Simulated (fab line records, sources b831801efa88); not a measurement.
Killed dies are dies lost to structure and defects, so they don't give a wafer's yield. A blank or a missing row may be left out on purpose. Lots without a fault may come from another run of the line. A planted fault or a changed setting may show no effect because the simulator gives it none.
fab line records | flow gf180mcu
record lots=14 wafers=42 last_day=34
route steps=602 shown HV_LDD@186 NSD@239 SALICIDE@281 CONTACT@288
lots that met no fault: from a run of the same line without faults
start_h: hours from the record's first day to the start of the lot's first wafer shown | wait_h: hours since the lot's step before | " the same as in the row above | L1.1+2: a row that stands for several wafers | - no value, or no start given | * or withheld: withheld | < > ~ a bound
route shown NAME@n: a module of which the file shows steps, and the number in the route of the first | usual: mean/standard deviation of fault-free wafers | same: alike in all rows | chamber/n: place in a boat | sites: the reading at each site | _std_site: their standard deviation | _edge_site: outer sites' mean less inner sites' | radius_mm: how far each site lies from the wafer's centre | mask NAME#n: copy n | behind: the tool/chamber that last shaped the wafer | hold: why the lot was held/for how many hours/how that ended | device: the transistor (n, p or np) that didn't switch | end of line: the same wafers' tests at the end of the route | a step without rows: its recipe alone | killed: dies lost to structure and defects at the first sort, not the wafer's yield | map: a wafer's dies, x killed, . not, _ none there
set.NAME: the setting as run; set.NAME@STEP: as run at that earlier step | model.NAME: the simulator's own value behind a step, which no gauge read
steps of the route over a sample of lots; a table a step, a row a wafer
services: from which hour (start_h, from the record's first day; less than 0 if before it) a tool's chamber was out of use, for how many hours, and why
## steps
# step GF_HV_LDD_STRIP_10
# recipe chemistry=O2/N2 power_w=1400 pressure_mtorr=1500 platen_temp_c=250 o2_flow_sccm=3000 n2_flow_sccm=300 overash_fraction=0.5
# usual chamber_pressure_mTorr=1500.0/1.4 drypump_motor_current_A=5.5/0.4 heater_power_w=346/74 oes_product_au=0.716/0.0042 strip_time_to_endpoint_s=12.63/0.034
# columns lot.wafer tool chamber start_h wait_h chamber_pressure_mTorr drypump_motor_current_A heater_power_w oes_product_au rf_hours_counter_h strip_time_to_endpoint_s
L951.3 plasma_asher-01 1 221.55 0.1 1499.9 5.5 312 0.711 - 12.65
L951.4 " 0 " " 1498.7 5.7 347 0.712 - 12.67
L951.6 " 0 " " 1498.4 5.7 344 0.715 - 12.65
L952.1 plasma_asher-03 1 227.80 0.1 1500.8 4.9 486 0.716 53 12.59
L952.5 " 0 " " 1499.7 5.6 272 0.718 - 12.59
L952.6 " 1 " " 1499.9 4.9 508 0.716 - 12.62
L953.1 plasma_asher-03 0 235.86 0.1 1498.8 5.6 276 0.709 53 12.64
L953.3 " 1 " " 1499.9 4.9 473 0.713 - 12.64
L953.4 " 0 " " 1504.1 5.6 276 0.708 - 12.68
L954.1 plasma_asher-03 0 246.14 0.1 1499.4 5.6 277 0.715 55 12.63
L954.5 " 0 " " 1500.6 5.6 275 0.718 - 12.67
L954.6 " 1 " " 1498.2 4.9 492 0.703 - 12.64
L955.3 plasma_asher-02 0 255.54 0.1 1500.0 6.2 281 0.719 - 12.60
L955.4 " 1 " " 1500.3 5.2 391 0.716 - 12.59
L955.6 " 1 " " 1502.0 5.2 389 0.716 - 12.60
L956.1 plasma_asher-03 0 264.35 0.1 1499.2 5.6 276 0.717 57 12.66
L956.4 " 0 " " 1500.4 5.6 275 0.715 - 12.63
L956.5 " 0 " " 1501.6 5.6 269 0.716 - 12.66
L963.1 plasma_asher-01 0 311.38 0.1 1498.6 5.7 339 0.711 72 12.61
L963.2 " 1 " " 1501.6 5.5 313 0.708 72 12.62
L963.6 " 0 " " 1499.5 5.7 342 0.721 - 12.62
L965.3 plasma_asher-02 1 325.69 0.1 1500.9 5.2 403 0.718 - 12.63
L965.4 " 0 " " 1497.9 6.2 271 0.717 - 12.65
L965.6 " 0 " " 1499.1 6.2 276 0.711 - 12.64
L967.2 plasma_asher-01 1 340.61 0.1 1499.3 5.6 313 0.710 75 12.64
L967.3 " 0 " " 1500.1 5.7 332 0.713 - 12.60
L967.6 " 1 " " 1500.9 5.6 308 0.716 - 12.58
L968.1 plasma_asher-01 0 352.61 0.1 1496.4 5.7 344 0.711 77 12.56
L968.5 " 0 " " 1501.6 5.7 342 0.719 - 12.54
L968.6 " 1 " " 1498.4 5.5 309 0.707 - 12.58
L969.1 plasma_asher-02 0 356.85 0.1 1499.8 6.2 277 0.708 26 12.64
L969.4 " 1 " " 1500.9 5.2 391 0.716 - 12.61
L969.6 " 0 " " 1498.4 6.3 276 0.711 - 12.63
L970.1 plasma_asher-03 1 364.81 0.1 1499.4 4.9 495 0.710 65 12.66
L970.2 " 0 " " 1499.1 5.6 273 0.712 65 12.63
L970.6 " 1 " " 1501.1 4.9 476 0.724 - 12.67
L971.1 plasma_asher-01 1 372.05 0.1 1497.3 5.5 309 0.716 79 12.59
L971.2 " 0 " " 1497.5 5.7 342 0.715 79 12.60
L971.3 " 0 " " 1498.4 5.7 350 0.715 - 12.56
L972.2 plasma_asher-03 0 377.76 0.1 1500.2 5.6 266 0.721 66 12.62
L972.3 " 1 " " 1498.7 4.9 481 0.715 - 12.65
L972.6 " 1 " " 1502.1 4.9 480 0.719 - 12.64
# step GF_NSD_EXPOSE_04
# recipe mask_id=Nplus target_cd_nm=400 na=0.6 source_shape=conventional sigma_outer=0.6 dose_mj=140
# usual exposure_dose_mJ_cm2=140.02/0.16 focus_offset_nm=-0.2/0.53
# columns lot.wafer tool chamber start_h wait_h mask exposure_dose_mJ_cm2 focus_offset_nm
L951.3 iline_stepper-01 0 292.06 - Nplus#0 140.14 0.1
L951.4 " 0 " " Nplus#0 140.09 -1.0
L951.6 " 0 " " Nplus#0 139.83 -1.3
L952.1 iline_stepper-02 0 299.84 - Nplus#0 140.36 -1.3
L952.5 " 0 " " Nplus#0 140.34 -1.1
L952.6 " 0 " " Nplus#0 140.29 -0.6
L953.1 iline_stepper-02 0 307.36 - Nplus#0 139.93 -0.4
L953.3 " 0 " " Nplus#0 139.84 -1.0
L953.4 " 0 " " Nplus#0 139.92 0.4
L954.1 iline_stepper-01 0 320.32 - Nplus#0 139.93 -0.3
L954.5 " 0 " " Nplus#0 139.95 -0.3
L954.6 " 0 " " Nplus#0 140.22 -1.1
L955.3 iline_stepper-02 - 330.67 - Nplus#0 - -
L955.4 " - " " Nplus#0 - -
L955.6 " - " " Nplus#0 - -
L956.1 iline_stepper-02 - 341.50 - Nplus#0 - -
L956.4 " - " " Nplus#0 - -
L956.5 " - " " Nplus#0 - -
L963.1 iline_stepper-02 0 393.34 - Nplus#0 139.97 -0.8
L963.2 " 0 " " Nplus#0 139.91 -0.6
L963.6 " 0 " " Nplus#0 139.90 0.0
L965.3 iline_stepper-02 0 406.84 - Nplus#0 140.05 -0.1
L965.4 " 0 " " Nplus#0 140.11 0.4
L965.6 " 0 " " Nplus#0 140.01 0.6
L967.2 iline_stepper-02 0 425.17 - Nplus#0 140.07 0.2
L967.3 " 0 " " Nplus#0 140.31 -0.4
L967.6 " 0 " " Nplus#0 139.98 -0.1
L968.1 iline_stepper-02 0 436.22 - Nplus#0 139.87 -0.1
L968.5 " 0 " " Nplus#0 140.15 0.0
L968.6 " 0 " " Nplus#0 139.92 -0.9
L969.1 iline_stepper-01 0 441.67 - Nplus#0 140.05 0.1
L969.4 " 0 " " Nplus#0 140.01 0.0
L969.6 " 0 " " Nplus#0 140.00 -1.2
L970.1 iline_stepper-02 0 448.38 - Nplus#0 139.86 -0.2
L970.2 " 0 " " Nplus#0 139.84 0.1
L970.6 " 0 " " Nplus#0 140.21 0.0
L971.1 iline_stepper-01 0 455.14 - Nplus#0 139.93 -0.2
L971.2 " 0 " " Nplus#0 139.73 -0.4
L971.3 " 0 " " Nplus#0 140.01 0.5
L972.2 iline_stepper-02 0 461.79 - Nplus#0 139.83 0.4
L972.3 " 0 " " Nplus#0 140.00 -1.1
L972.6 " 0 " " Nplus#0 140.16 -0.8
# step GF_SALICIDE_SPUTTER_03
# recipe material=TiN target_thk_nm=20 power_w=6500 time_s=16.7 chamber_pressure_pa=0.4
# usual chamber_pressure_pa=0.4000/0.00081 throttle_valve_pct=30.0/1.1
# columns lot.wafer tool chamber start_h wait_h chamber_pressure_pa throttle_valve_pct
L951.3 pvd_sputter-01 - 345.43 0.0 0.4001 29.4
L951.4 " - " " 0.4004 31.3
L951.6 " - " " 0.4005 31.7
L952.1 pvd_sputter-01 - 353.39 0.0 0.3999 32.3
L952.5 " - " " 0.4012 29.2
L952.6 " - " " 0.4003 29.5
L953.1 pvd_sputter-03 - 362.57 0.0 0.4004 28.8
L953.3 " - " " 0.4002 30.3
L953.4 " - " " 0.4007 28.6
L954.1 pvd_sputter-01 - 376.28 0.0 0.4005 32.3
L954.5 " - " " 0.4003 32.1
L954.6 " - " " 0.3977 31.6
L955.3 pvd_sputter-04 - 387.53 0.0 0.3997 28.9
L955.4 " - " " 0.3991 29.2
L955.6 " - " " 0.3992 29.2
L956.1 pvd_sputter-04 - 398.63 0.0 0.3999 29.0
L956.4 " - " " 0.4012 28.9
L956.5 " - " " 0.3991 29.0
L963.1 pvd_sputter-04 - 452.63 0.0 0.4011 29.1
L963.2 " - " " 0.3999 28.9
L963.6 " - " " 0.3993 29.1
L965.3 pvd_sputter-03 - 468.25 0.0 0.4003 30.2
L965.4 " - " " 0.4006 29.4
L965.6 " - " " 0.4001 28.6
L967.2 pvd_sputter-04 - 487.75 0.0 0.3994 29.3
L967.3 " - " " 0.3979 30.4
L967.6 " - " " 0.3998 30.1
L968.1 pvd_sputter-01 - 496.83 0.0 0.4005 32.2
L968.5 " - " " 0.4008 31.5
L968.6 " - " " 0.3993 32.3
L969.1 pvd_sputter-01 - 502.13 0.0 0.4001 32.3
L969.4 " - " " 0.3997 29.5
L969.6 " - " " 0.4005 31.3
L970.1 pvd_sputter-01 - 508.39 0.0 0.4010 31.3
L970.2 " - " " 0.3997 29.5
L970.6 " - " " 0.4000 29.3
L971.1 pvd_sputter-01 - 516.65 0.0 0.4007 29.3
L971.2 " - " " 0.3995 31.4
L971.3 " - " " 0.3991 29.2
L972.2 pvd_sputter-01 - 523.02 0.0 0.4002 29.6
L972.3 " - " " 0.4011 32.0
L972.6 " - " " 0.4000 29.0
# step GF_CONTACT_THK_MEAS_01
# recipe reads=SiO2_of_CONTACT_CVD_00
# usual CONTACT_CVD_00_THK=301/3
# columns lot.wafer tool chamber start_h wait_h CONTACT_CVD_00_THK[nm]
L951.3 film_metro-03 - 345.99 0.0 297
L951.4 " - " " 296
L951.6 " - " " 300
L952.1 film_metro-04 - 353.93 0.0 303
L952.5 " - " " 302
L952.6 " - " " 303
L953.1 film_metro-01 - 363.11 0.0 302
L953.3 " - " " 300
L953.4 " - " " 299
L954.1 film_metro-03 - 376.93 0.0 293
L954.5 " - " " 297
L954.6 " - " " 297
L955.3 film_metro-01 - 388.20 0.0 302
L955.4 " - " " 301
L955.6 " - " " 305
L956.1 film_metro-03 - 399.18 0.0 304
L956.4 " - " " 302
L956.5 " - " " 298
L963.1 film_metro-01 - 453.18 0.0 302
L963.2 " - " " 298
L963.6 " - " " 300
L965.3 film_metro-01 - 468.82 0.0 301
L965.4 " - " " 302
L965.6 " - " " 302
L967.2 film_metro-04 - 488.30 0.0 304
L967.3 " - " " 302
L967.6 " - " " 304
L968.1 film_metro-04 - 497.37 0.0 303
L968.5 " - " " 303
L968.6 " - " " 300
L969.1 film_metro-01 - 502.68 0.0 296
L969.4 " - " " 302
L969.6 " - " " 305
L970.1 film_metro-03 - 508.94 0.0 300
L970.2 " - " " 301
L970.6 " - " " 297
L971.1 film_metro-04 - 517.19 0.0 297
L971.2 " - " " 299
L971.3 " - " " 295
L972.2 film_metro-01 - 523.57 0.0 309
L972.3 " - " " 306
L972.6 " - " " 304
## services
# columns tool chamber start_h hours kind
pvd_sputter-04 - 198.74 4.2 repair
plasma_asher-02 - 207.03 1.1 repair
iline_stepper-02 - 211.64 1.7 pm
iline_stepper-02 - 241.30 15.0 repair
iline_stepper-01 - 261.32 4.3 pm
pvd_sputter-03 - 273.35 25.0 repair
iline_stepper-01 - 306.93 2.1 pm
pvd_sputter-04 - 342.45 6.6 repair
plasma_asher-03 - 346.28 15.2 repair
pvd_sputter-04 - 349.37 8.1 repair
plasma_asher-02 - 372.37 15.6 pm
pvd_sputter-04 - 379.39 1.8 repair
iline_stepper-01 - 389.57 28.9 pm
pvd_sputter-01 - 397.23 3.1 repair
pvd_sputter-01 - 409.27 2.7 repair
iline_stepper-01 - 418.46 1.7 pm
plasma_asher-03 - 421.25 9.0 pm
pvd_sputter-04 - 425.27 1.0 repair
plasma_asher-02 - 429.73 7.6 repair
iline_stepper-02 - 429.91 1.7 pm
iline_stepper-01 - 433.79 4.0 repair
iline_stepper-02 - 474.17 1.6 repair
iline_stepper-01 - 475.97 8.9 pm
pvd_sputter-04 - 513.52 12.6 repair
## key
first_sign step=GF_NSD_EXPOSE_04 reading=tool_record direction=missing
effect none on later readings
met_at GF_NSD_EXPOSE_04
struck_lots L955,L956
sort_left_out L955.3,L955.4,L955.6,L956.1,L956.4,L956.5
tester_left_out L955,L956
not_acting_at GF_HV_LDD_STRIP_10,GF_SALICIDE_SPUTTER_03,GF_CONTACT_THK_MEAS_01
onset_between 307.36 330.67
fault kind=skipped_step_whole tool=iline_stepper-02 chamber=- onset_h=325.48 steps=GF_NSD_EXPOSE_04 scope=struck_lots_only
# tester_left_out: of these lots the tester's yield and bins aren't shown, on N5 and GAA mostly nor the transistor test; their killed dies are dies lost to structure and defects alone, not to doping, threshold or leakage, so they don't give the yield
# sort_left_out: the simulated sort isn't trusted on such a fault, so these wafers' sort isn't shown, and their yield isn't known
